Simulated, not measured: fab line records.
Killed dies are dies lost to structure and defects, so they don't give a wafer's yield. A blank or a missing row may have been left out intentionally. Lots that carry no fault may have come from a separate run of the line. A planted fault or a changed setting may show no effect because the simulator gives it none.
What tool caused it?    flow sky130    Sampling: 6 lots, 18 wafers, 2 of 708 route steps

WHAT THE GAUGES READ, wafer by wafer
SKY_NWELL_OVL_MEAS_10.
lot   measured      on          NWELL_00_OVL (nm)
L361  day 4 23:33   overlay-01  -0.1 -1.3 -2.4
L364  day 5 20:34   overlay-01  -0.9 -2.5 -2.6
L369  day 6 22:22   overlay-02  -1.9 -1.2 -0.5
L374  day 8 04:28   overlay-02  -0.4 -1.6 -1.3
L380  day 9 15:25   overlay-02  -1.4 -1.8 -1.7
L382  day 10 00:40  overlay-02  -1.5 -0.5 0.5

WHICH TOOL RAN EACH LOT (tool, then ch and the chambers of the sampled wafers, then the start)
lot   SKY_FIELD_ISO_STRIP_16
L361  plasma asher-02 ch 0,1, day 2 12:25
L364  plasma asher-03 ch 0,1, day 3 03:08
L369  plasma asher-04 ch 0,1, day 4 07:05
L374  plasma asher-04 ch 0,1, day 5 09:04
L380  plasma asher-02 ch 0,1, day 6 14:29
L382  plasma asher-03 ch 0,1, day 7 00:46
- SKY_FIELD_ISO_STRIP_16: strips in O2/N2.

THE ANSWER, worked out from the rows above alone
Rule: the usual values come from the lots themselves. The widest of any qualifying gaps counts: lots, ordered by their means at a reading, are off when they make up no more than a third of the lots, leave a main group of 4 or more, and stand apart from it by 3 or more times the standard deviation of that group's means. A main group whose means are all the same, to the digits that the tables above print for the reading, isn't used. Also off: a lot with no number at a reading for which 4 or more lots have one. All remaining lots with rows at the step are treated as sound.
No lot is off on any of the readings shown, so nothing can be concluded from this.

WHAT HAD BEEN PUT IN BY THE SIMULATOR
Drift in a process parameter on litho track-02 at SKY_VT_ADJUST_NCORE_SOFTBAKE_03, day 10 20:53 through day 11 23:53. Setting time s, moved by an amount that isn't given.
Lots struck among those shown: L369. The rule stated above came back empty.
